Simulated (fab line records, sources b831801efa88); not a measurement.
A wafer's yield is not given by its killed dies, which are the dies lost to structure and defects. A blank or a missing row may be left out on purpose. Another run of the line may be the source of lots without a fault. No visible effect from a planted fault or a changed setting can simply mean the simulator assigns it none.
fab line records	flow sky130
record lots=6	wafers=16	lastDay=50
route steps=708 shown METAL4@635 VIA4@639 PAD_OPEN@708
lots untouched by any fault: they come from a run of this same line in which no faults occurred
startH: hours from the record's opening day to when the first of the lot's shown wafers began	waitH: hours from the lot's prior step to this one	" the same as in the row above	L1.1+2: several wafers, shown together as one row	- no value present, or no start provided	* or withheld: withheld	< > ~ a bound
route shown NAME@n: a module of which the file shows steps, and the number in the route of the first	usual: average and standard deviation across the fault-free wafers	same: alike in all rows	chamber/n: place in a boat	sites: the reading at each site	_std_site: how widely they spread, as a standard deviation	_edge_site: the outer-site mean with the inner-site mean subtracted	radiusMm: how far each site lies from the wafer's centre	mask NAME#n: copy n	behind: the tool/chamber that last shaped the wafer	hold: why the lot went on hold/how many hours it stayed there/how the hold came to an end	device: which transistor (n, p or np) failed to switch	end of line: the same wafers' tests at the end of the route	step lacking rows: just its recipe	killed: dies that structure and defects cost at the first sort, which is not the same as the wafer's yield	map: a wafer's dies, marking killed ones x, the rest . and places with no die _
set.NAME: the run value of the setting; set.NAME@STEP: its run value at that earlier step	model.NAME: the simulator's own value behind a step, which no gauge read
lots seen at some steps along the route; tables by step, rows by wafer
services: when a tool's chamber went out of use (startH, in hours from the record's first day, below 0 if earlier), for how many hours, and the reason
## steps
# step SKY_METAL4_STRIP_19
# recipe chemistry=O2/N2	powerW=1400	pressureMtorr=1500	platenTempC=withheld	o2FlowSccm=3000	n2FlowSccm=300	overashFraction=0.5
# usual drypumpMotorCurrentA=5.6/0.39	oesProductAu=0.501/0.0062	stripTimeToEndpointS=6.49/0.11
lot.wafer	tool	chamber	startH	waitH	drypumpMotorCurrentA	oesProductAu	rfHoursCounterH	stripTimeToEndpointS
L826.1	plasmaAsher-03	1	993.48	0.1	5.4	0.497	24	6.46
L826.2	"	0	"	"	6.4	0.508	24	6.64
L826.6	"	1	"	"	5.4	0.501	-	6.47
L838.2	plasmaAsher-01	1	1078.04	0.2	5.5	0.501	59	6.31
L838.4	"	0	"	"	5.2	0.496	-	6.41
L838.6	"	0	"	"	5.2	0.498	-	6.31
L840.1	plasmaAsher-01	0	1092.11	0.3	5.2	0.508	61	6.56
L840.2	"	1	"	"	5.5	0.498	61	6.54
L840.5	"	1	"	"	5.4	0.492	-	6.51
L844.1	plasmaAsher-01	1	1104.39	0.2	5.4	0.492	62	6.48
L844.2	"	0	"	"	5.2	0.507	62	6.62
L844.4	"	0	"	"	5.2	0.513	-	6.68
L845.1	plasmaAsher-01	0	1106.91	0.1	5.2	0.501	62	6.61
L845.3	"	0	"	"	5.2	0.508	-	6.61
L847.2	plasmaAsher-01	1	1125.93	0.1	5.4	0.488	63	6.35
L847.4	"	1	"	"	5.4	0.500	-	6.46
# step SKY_METAL4_STRIP_20
# recipe chemistry=postEtchResidueRemover	timeS=1200	tempC=72.5
# step SKY_METAL4_CLEAN_21
# recipe chemistry=IPA	timeS=180	tempC=25
# step SKY_METAL4_CLEAN_22
# recipe chemistry=O3/DIW	dry=n2Spin
# step SKY_VIA4_HDPCVD_00
# recipe material=SiO2	targetThkNm=1750	sigmaOpenFrac=0.3	timeS=291.7	tempC=400	sih4FlowSccm=60	pressureMtorr=6
# step SKY_VIA4_THK_MEAS_01
# recipe reads=SiO2_of_VIA4_HDPCVD_00
# usual VIA4_HDPCVD_THK=1754/17
lot.wafer	tool	chamber	startH	waitH	VIA4_HDPCVD_THK[nm]
L826.1	filmMetro-04	-	994.25	0.1	1733
L826.2	"	-	"	"	1750
L826.6	"	-	"	"	1747
L838.2	filmMetro-04	-	1078.86	0.1	1768
L838.4	"	-	"	"	1786
L838.6	"	-	"	"	1763
L840.1	filmMetro-01	-	1092.92	0.1	1770
L840.2	"	-	"	"	1760
L840.5	"	-	"	"	1753
L844.1	filmMetro-02	-	1105.31	0.1	1726
L844.2	"	-	"	"	1754
L844.4	"	-	"	"	1756
L845.1	filmMetro-02	-	1107.71	0.1	1749
L845.3	"	-	"	"	1760
L847.2	filmMetro-01	-	1126.80	0.1	1709
L847.4	"	-	"	"	1741
# step SKY_VIA4_CMP_02
# recipe material=SiO2	downForcePsi=4	platenRpm=60	padVelocityMS=0.94248
# usual edgeZonePressureFrac=1.000/0.0049	motorCurrentA=12.1/1.3	platenRpm=60.00/0.038	slurryFlowMlMin=150.0/0.45
lot.wafer	tool	chamber	startH	waitH	edgeZonePressureFrac	motorCurrentA	platenRpm	slurryFlowMlMin
L826.1	cmp-01	2	994.36	0.1	0.996	11.3	59.97	149.9
L826.2	"	3	"	"	1.001	11.6	59.93	150.1
L826.6	"	2	"	"	0.995	11.6	60.00	149.5
L838.2	cmp-01	1	1079.38	0.5	0.996	14.1	60.01	149.8
L838.4	"	2	"	"	0.999	11.4	60.02	149.2
L838.6	"	1	"	"	1.001	13.6	59.97	150.5
L840.2	cmp-01	2	1093.08	0.1	1.003	11.7	59.97	150.0
L840.1	"	3	"	"	0.999	11.5	60.03	150.3
L840.5	"	0	"	"	1.001	11.4	59.99	150.0
L844.4	cmp-01	3	1105.65	0.3	1.006	11.7	60.00	150.3
L844.2	"	0	"	"	1.002	10.9	59.97	150.1
L844.1	"	2	"	"	0.998	11.3	60.01	149.3
L845.1	cmp-01	3	1107.77	0.1	0.989	11.1	60.06	149.5
L845.3	"	0	"	"	0.996	11.0	60.04	150.0
L847.2	cmp-02	1	1126.90	0.1	0.995	10.7	60.01	149.5
L847.4	"	2	"	"	1.002	13.6	60.00	149.5
# step SKY_VIA4_BOW_MEAS_03
# recipe mode=bow
# usual VIA4_BOW=78/9
lot.wafer	tool	chamber	startH	waitH	VIA4_BOW[um]
L826.1	filmMetro-01	-	994.61	0.2	80
L826.2	"	-	"	"	90
L826.6	"	-	"	"	78
L838.2	filmMetro-02	-	1079.65	0.2	69
L838.4	"	-	"	"	67
L838.6	"	-	"	"	62
L840.1	filmMetro-04	-	1093.28	0.1	67
L840.2	"	-	"	"	70
L840.5	"	-	"	"	81
L844.1	filmMetro-02	-	1105.95	0.1	76
L844.2	"	-	"	"	80
L844.4	"	-	"	"	62
L845.1	filmMetro-01	-	1108.07	0.2	82
L845.3	"	-	"	"	84
L847.2	filmMetro-01	-	1127.17	0.2	88
L847.4	"	-	"	"	89
# step SKY_VIA4_DEHYDRATE_04
# recipe tempC=200	timeS=60
# step SKY_VIA4_HMDS_05
# recipe primeTimeS=60	primeTempC=120
# step SKY_VIA4_COAT_06
# recipe resist=NOVOLAK	spinRpm=3000	resistThkNm=1140
# step SKY_VIA4_SOFTBAKE_07
# recipe tempC=90	timeS=60	resist=NOVOLAK
# step SKY_VIA4_EXPOSE_08
# recipe maskId=VIM4	na=0.6	sourceShape=conventional	sigmaOuter=0.6	polarization=unpolarized	targetCdNm=800	doseMj=132
# usual focusOffsetNm=-0.1/0.48	reticleTempC=23.00/0.13	stageVelMmS=500.01/0.25
lot.wafer	tool	chamber	startH	waitH	mask	focusOffsetNm	reticleTempC	stageVelMmS
L826.1	ilineStepper-01	0	1006.43	-	VIM4#0	0.3	23.11	500.31
L826.2	"	0	"	"	VIM4#0	0.5	23.20	499.67
L826.6	"	0	"	"	VIM4#0	-0.8	23.09	500.08
L838.2	ilineStepper-02	0	1089.57	-	VIM4#0	-0.9	23.01	500.05
L838.4	"	0	"	"	VIM4#0	0.1	22.96	500.36
L838.6	"	0	"	"	VIM4#0	-0.5	22.98	500.19
L840.1	ilineStepper-01	0	1103.92	-	VIM4#0	-0.3	22.72	499.87
L840.2	"	0	"	"	VIM4#0	-0.3	22.80	500.10
L840.5	"	0	"	"	VIM4#0	-0.2	22.77	500.17
L844.1	ilineStepper-02	0	1116.40	-	VIM4#0	0.2	23.17	499.73
L844.2	"	0	"	"	VIM4#0	0.1	23.12	500.10
L844.4	"	0	"	"	VIM4#0	0.4	23.06	500.06
L845.1	ilineStepper-01	0	1118.13	-	VIM4#0	-0.3	23.08	500.28
L845.3	"	0	"	"	VIM4#0	-0.7	23.08	500.33
L847.2	ilineStepper-01	0	1136.42	-	VIM4#0	-0.1	22.91	500.05
L847.4	"	0	"	"	VIM4#0	0.1	22.98	500.16
# step SKY_VIA4_PEB_09
# recipe tempC=withheld	timeS=*	resist=NOVOLAK
# step SKY_VIA4_DEVELOP_10
# recipe resist=NOVOLAK	developer=TMAH	developTimeS=60	devTempC=23
# step SKY_VIA4_OVL_MEAS_11
# usual VIA4_OVL=0.5/1.3
lot.wafer	tool	chamber	startH	waitH	VIA4_OVL[nm]
L826.1	overlay-02	-	1016.76	0.1	1.4
L826.2	"	-	"	"	2.3
L826.6	"	-	"	"	1.2
L838.2	overlay-02	-	1099.23	0.1	-0.9
L838.4	"	-	"	"	-0.2
L838.6	"	-	"	"	-1.9
L840.1	overlay-01	-	1113.58	0.1	1.7
L840.2	"	-	"	"	-0.4
L840.5	"	-	"	"	-0.9
L844.1	overlay-01	-	1125.81	0.1	0.6
L844.2	"	-	"	"	-0.4
L844.4	"	-	"	"	1.2
L845.1	overlay-02	-	1127.48	0.1	0.6
L845.3	"	-	"	"	-1.9
L847.2	overlay-02	-	1145.78	0.1	1.6
L847.4	"	-	"	"	1.0
# step SKY_VIA4_ETCH_12
# recipe target=SiO2	chemistry=C4F8/O2/Ar	stopOn=TiN	maskMaterial=NOVOLAK	sourceW=1500	biasW=1200	pressureMtorr=40	c4f8FlowSccm=withheld	O2_flow_sccm=6	Ar_flow_sccm=300	timeS=withheld	targetDepthA=5800
# usual oesProductAu=0.926/0.0045
lot.wafer	tool	chamber	startH	waitH	oesProductAu	model.VIA4.cdNm
L826.1	rieDiel-01	0	1016.80	0.0	0.928	799.1
L826.2	"	3	"	"	0.929	799.7
L826.6	"	1	"	"	0.923	799.8
L838.2	rieDiel-02	3	1099.26	0.0	0.924	796.7
L838.4	"	2	"	"	0.929	795.5
L838.6	"	3	"	"	0.926	795.9
L840.1	rieDiel-01	3	1113.61	0.0	0.928	804.8
L840.2	"	0	"	"	0.919	804.5
L840.5	"	0	"	"	0.920	805.7
L844.1	rieDiel-02	0	1125.84	0.0	0.928	803
L844.2	"	2	"	"	0.929	802
L844.4	"	1	"	"	0.923	801.4
L845.1	rieDiel-02	2	1127.51	0.0	0.929	822.7
L845.3	"	0	"	"	0.929	799.9
L847.2	rieDiel-02	3	1145.81	0.0	0.929	823.6
L847.4	"	1	"	"	0.918	797.8
# step SKY_VIA4_STRIP_13
# recipe chemistry=O2/N2	powerW=1400	pressureMtorr=1500	platenTempC=withheld	o2FlowSccm=3000	n2FlowSccm=300	overashFraction=0.5
# usual drypumpMotorCurrentA=5.6/0.48	oesProductAu=0.710/0.0046	stripTimeToEndpointS=12.82/0.036
lot.wafer	tool	chamber	startH	waitH	drypumpMotorCurrentA	oesProductAu	rfHoursCounterH	stripTimeToEndpointS
L826.1	plasmaAsher-02	1	1016.87	-	5.6	0.710	121	12.77
L826.2	"	0	"	"	4.9	0.712	121	12.80
L826.6	"	1	"	"	5.6	0.700	-	12.77
L838.2	plasmaAsher-02	0	1099.33	-	4.9	0.707	4	12.83
L838.4	"	0	"	"	4.9	0.711	-	12.81
L838.6	"	1	"	"	5.6	0.717	-	12.81
L840.1	plasmaAsher-03	0	1113.68	-	6.4	0.718	37	12.81
L840.2	"	1	"	"	5.4	0.707	37	12.87
L840.5	"	0	"	"	6.4	0.712	-	12.76
L844.1	plasmaAsher-02	0	1125.92	-	4.9	0.715	7	12.84
L844.2	"	1	"	"	5.6	0.717	7	12.84
L844.4	"	1	"	"	5.6	0.699	-	12.84
L845.1	plasmaAsher-03	0	1127.58	-	6.4	0.708	39	12.79
L845.3	"	1	"	"	5.4	0.711	-	12.84
L847.2	plasmaAsher-04	0	1145.88	-	5.6	0.712	104	12.85
L847.4	"	1	"	"	5.8	0.708	-	12.82
# step SKY_PAD_OPEN_PROBE_99
# usual defectLimitedYield=82.6/1.9	killed_at_M0_to_M3=42/7.1	killed_at_M4_up=3.3/1.9	killedAtContacts=24/5	killedAtFrontEnd=15/4.7	killedAtOther=0.3/0.61	killedDies=86/9.6	killedOnRim=17/3.8	killedOpen=47/7.5	killedShort=38/6.6	sort_bin_3_pad_short=0.9/0.42	sort_bin_5_function=10.2/1.5	sort_bin_6_memory=6.3/1.1	sortNPass=406/9.6	sortYieldPct=82.6/1.9
# same grossDies=492	killedAtBackSide=0	sort_bin_4_leakage[%]=0	sort_bin_8_speed[%]=0
lot.wafer	tool	chamber	startH	waitH	defectLimitedYield[%]	killed_at_M0_to_M3	killed_at_M4_up	killedAtContacts	killedAtFrontEnd	killedAtOther	killedDies	killedOnRim	killedOpen	killedShort	sort_bin_3_pad_short[%]	sort_bin_5_function[%]	sort_bin_6_memory[%]	sortNPass	sortYieldPct[%]	model.etest.via4Chain.rcOhm
L826.1	prober-02	-	1087.35	0.1	83.9	40	3	27	9	0	79	16	47	32	0.8	9.6	5.7	413	83.9	0.8219
L826.2	prober-02	-	1087.40	0.1	86.2	38	2	18	10	0	68	11	29	39	0.8	8.7	4.3	424	86.2	0.8054
L826.6	prober-02	-	1087.60	0.2	79.9	46	3	34	16	0	99	17	56	43	1.2	11.6	7.3	393	79.9	0.8074
L838.2	prober-02	-	1162.62	0.1	80.1	49	3	30	16	0	98	19	54	44	1.0	11.2	7.7	394	80.1	0.8344
L838.4	prober-02	-	1162.72	0.2	78.7	63	4	27	11	0	105	23	60	43	1.4	11.0	8.9	387	78.7	0.8029
L838.6	prober-02	-	1162.82	0.2	82.9	43	3	26	12	0	84	12	53	31	0.4	11.6	5.1	408	82.9	0.7827
L840.1	prober-01	-	1174.27	0.1	85.4	35	5	18	14	0	72	15	30	41	0.8	8.7	5.1	420	85.4	0.7646
L840.2	prober-01	-	1174.32	0.1	81.3	44	3	21	24	0	92	17	49	42	0.4	9.8	8.5	400	81.3	0.7718
L840.5	prober-01	-	1174.47	0.2	85.6	26	2	26	17	0	71	13	38	33	0.6	9.8	4.1	421	85.6	0.7863
L844.1	prober-02	-	1184.42	0.1	84.1	34	0	29	15	0	78	18	50	27	0.8	9.8	5.3	414	84.1	0.8266
L844.2	prober-02	-	1184.47	0.1	85.4	36	8	13	15	0	72	16	43	28	0.6	7.9	6.1	420	85.4	0.7983
L844.4	prober-02	-	1184.57	0.2	80.1	48	3	29	18	0	98	19	64	33	0.2	12.2	7.5	394	80.1	0.8151
L845.1	prober-01	-	1187.08	0.1	85.2	35	5	22	11	0	73	14	36	37	0.4	8.7	5.7	419	85.2	0.7542
L845.3	prober-01	-	1187.18	0.2	82.9	45	7	20	12	0	84	20	44	40	1.0	8.3	7.7	408	82.9	0.7877
L847.2	prober-01	-	1200.80	0.1	81.7	47	2	17	23	1	90	15	53	36	0.8	11.4	6.1	402	81.7	0.7504
L847.4	prober-01	-	1200.90	0.2	82.3	51	3	20	13	0	87	23	43	44	1.6	10.4	5.7	405	82.3	0.8153
# killed by level:class
L826.1 LI_CONTACT:geometricParticle:open=11 VIA2:geometricParticle:open=9 CONTACT:geometricParticle:open=8 METAL2:geometricParticle:short=7 CONTACT:geometricParticle:short=6 VIA1:geometricParticle:open=5 METAL1:geometricParticle:short=4 VIA2:geometricParticle:short=4
L826.2 METAL2:geometricParticle:short=7 CONTACT:geometricParticle:open=7 VIA1:geometricParticle:open=6 VIA1:geometricParticle:short=6 LI_CONTACT:geometricParticle:open=5 FIELD_ISO:geometricParticle:open=4 METAL1:geometricParticle:short=4 VIA3:geometricParticle:short=4
L826.6 CONTACT:geometricParticle:open=16 VIA1:geometricParticle:open=12 METAL2:geometricParticle:short=11 FIELD_ISO:geometricParticle:open=6 LI_CONTACT:geometricParticle:open=5 LOCAL_INTERCONNECT:geometricParticle:short=5 VIA2:geometricParticle:short=5 METAL1:geometricParticle:short=4
L838.2 VIA1:geometricParticle:open=11 VIA3:geometricParticle:open=10 CONTACT:geometricParticle:open=8 LI_CONTACT:geometricParticle:open=7 LI_CONTACT:geometricParticle:short=6 METAL2:geometricParticle:short=6 VIA2:geometricParticle:open=6 VIA2:geometricParticle:short=6
L838.4 VIA1:geometricParticle:open=20 LI_CONTACT:geometricParticle:open=8 VIA2:geometricParticle:open=8 CONTACT:geometricParticle:open=8 VIA2:geometricParticle:short=6 FIELD_ISO:geometricParticle:open=5 LOCAL_INTERCONNECT:geometricParticle:short=5 METAL2:geometricParticle:short=5
L838.6 VIA1:geometricParticle:open=13 LI_CONTACT:geometricParticle:open=10 VIA3:geometricParticle:open=9 CONTACT:geometricParticle:open=7 METAL2:geometricParticle:short=6 FIELD_ISO:geometricParticle:open=5 LOCAL_INTERCONNECT:geometricParticle:short=5 METAL1:geometricParticle:short=4
L840.1 FIELD_ISO:geometricParticle:short=7 VIA1:geometricParticle:open=7 CONTACT:geometricParticle:open=7 LOCAL_INTERCONNECT:geometricParticle:short=5 VIA2:geometricParticle:open=5 VIA1:geometricParticle:short=4 METAL2:geometricParticle:short=4 METAL1:geometricParticle:short=3
L840.2 CONTACT:geometricParticle:open=9 VIA2:geometricParticle:open=8 FIELD_ISO:geometricParticle:open=7 FIELD_ISO:geometricParticle:short=7 VIA2:geometricParticle:short=7 VIA1:geometricParticle:open=7 METAL1:geometricParticle:short=6 LI_CONTACT:geometricParticle:open=5
L840.5 CONTACT:geometricParticle:open=10 LOCAL_INTERCONNECT:geometricParticle:short=6 LI_CONTACT:geometricParticle:open=5 METAL1:geometricParticle:short=5 FIELD_ISO:geometricParticle:short=4 FIELD_ISO:geometricParticle:open=4 VIA2:geometricParticle:open=4 POLY_GATE:geometricParticle:open=3
L844.1 VIA2:geometricParticle:open=9 LI_CONTACT:geometricParticle:open=8 CONTACT:geometricParticle:open=8 VIA1:geometricParticle:open=6 LOCAL_INTERCONNECT:geometricParticle:short=5 VIA3:geometricParticle:open=5 SPACER:geometricParticle:open=4 METAL2:geometricParticle:short=4
L844.2 VIA2:geometricParticle:open=9 VIA1:geometricParticle:open=7 FIELD_ISO:geometricParticle:open=5 LI_CONTACT:geometricParticle:open=5 VIA3:geometricParticle:open=5 METAL1:geometricParticle:short=5 CONTACT:geometricParticle:open=3 VIA3:geometricParticle:short=3
L844.4 VIA1:geometricParticle:open=12 LI_CONTACT:geometricParticle:open=10 CONTACT:geometricParticle:open=10 VIA2:geometricParticle:open=9 VIA3:geometricParticle:open=7 FIELD_ISO:geometricParticle:open=6 FIELD_ISO:geometricParticle:short=4 LOCAL_INTERCONNECT:geometricParticle:short=4
L845.1 CONTACT:geometricParticle:open=11 METAL1:geometricParticle:short=8 LI_CONTACT:geometricParticle:open=6 VIA1:geometricParticle:open=6 VIA1:geometricParticle:short=5 METAL4:geometricParticle:short=5 METAL2:geometricParticle:short=5 VIA2:geometricParticle:open=4
L845.3 VIA1:geometricParticle:open=10 METAL4:geometricParticle:short=6 LI_CONTACT:geometricParticle:open=6 CONTACT:geometricParticle:open=5 VIA1:geometricParticle:short=5 METAL2:geometricParticle:short=5 VIA2:geometricParticle:short=5 VIA2:geometricParticle:open=5
L847.2 VIA1:geometricParticle:open=18 CONTACT:geometricParticle:open=9 VIA3:geometricParticle:open=8 POLY_GATE:geometricParticle:short=7 FIELD_ISO:geometricParticle:short=6 FIELD_ISO:geometricParticle:open=5 POLY_GATE:geometricParticle:open=4 CONTACT:geometricParticle:short=4
L847.4 METAL1:geometricParticle:short=10 CONTACT:geometricParticle:open=8 VIA1:geometricParticle:open=8 METAL2:geometricParticle:short=6 VIA3:geometricParticle:open=6 POLY_GATE:geometricParticle:open=5 LI_CONTACT:geometricParticle:open=5 VIA1:geometricParticle:short=5
## services
tool	chamber	startH	hours	kind
plasmaAsher-02	-	974.33	7.7	pm
ilineStepper-01	-	979.70	1.7	pm
plasmaAsher-02	-	988.45	8.2	repair
rieDiel-02	-	990.58	3.1	repair
plasmaAsher-01	-	994.69	2.8	pm
cmp-01	-	1012.96	3.1	repair
rieDiel-02	3	1021.09	3.0	repair
cmp-01	-	1021.64	4.3	repair
plasmaAsher-01	-	1044.18	28.1	pm
ilineStepper-01	-	1054.35	3.7	repair
plasmaAsher-02	-	1055.25	9.0	pm
rieDiel-01	3	1056.20	12.8	repair
ilineStepper-02	-	1062.50	10.8	repair
cmp-01	-	1084.34	4.0	pm
ilineStepper-02	-	1098.37	8.9	pm
rieDiel-01	1	1099.89	5.4	repair
plasmaAsher-03	-	1103.54	2.8	pm
ilineStepper-02	-	1111.72	1.7	pm
cmp-01	-	1116.05	5.0	pm
plasmaAsher-01	-	1118.21	4.0	pm
cmp-01	-	1125.69	1.3	repair
cmp-01	-	1126.02	2.8	repair
ilineStepper-01	-	1126.95	0.8	pm
ilineStepper-02	-	1139.89	2.1	pm
## key
firstSign none at tools or gauges
modelEffect step=SKY_VIA4_ETCH_12	value=VIA4.cdNm	without=795.9	struck=823.1
modelEffect step=SKY_PAD_OPEN_PROBE_99	value=etest.via4Chain.rcOhm	without=0.7927	struck=0.7523
metAt SKY_VIA4_EXPOSE_08
struckWafers L845.1,L847.2
onsetBetween 1103.92 1118.13
fault kind=processParameterDrift	tool=ilineStepper-01	chamber=-	onsetH=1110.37	steps=SKY_VIA4_EXPOSE_08	channel=focusNm	offset=502.57	shape=step	endH=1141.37	scope=struckWafersOnly
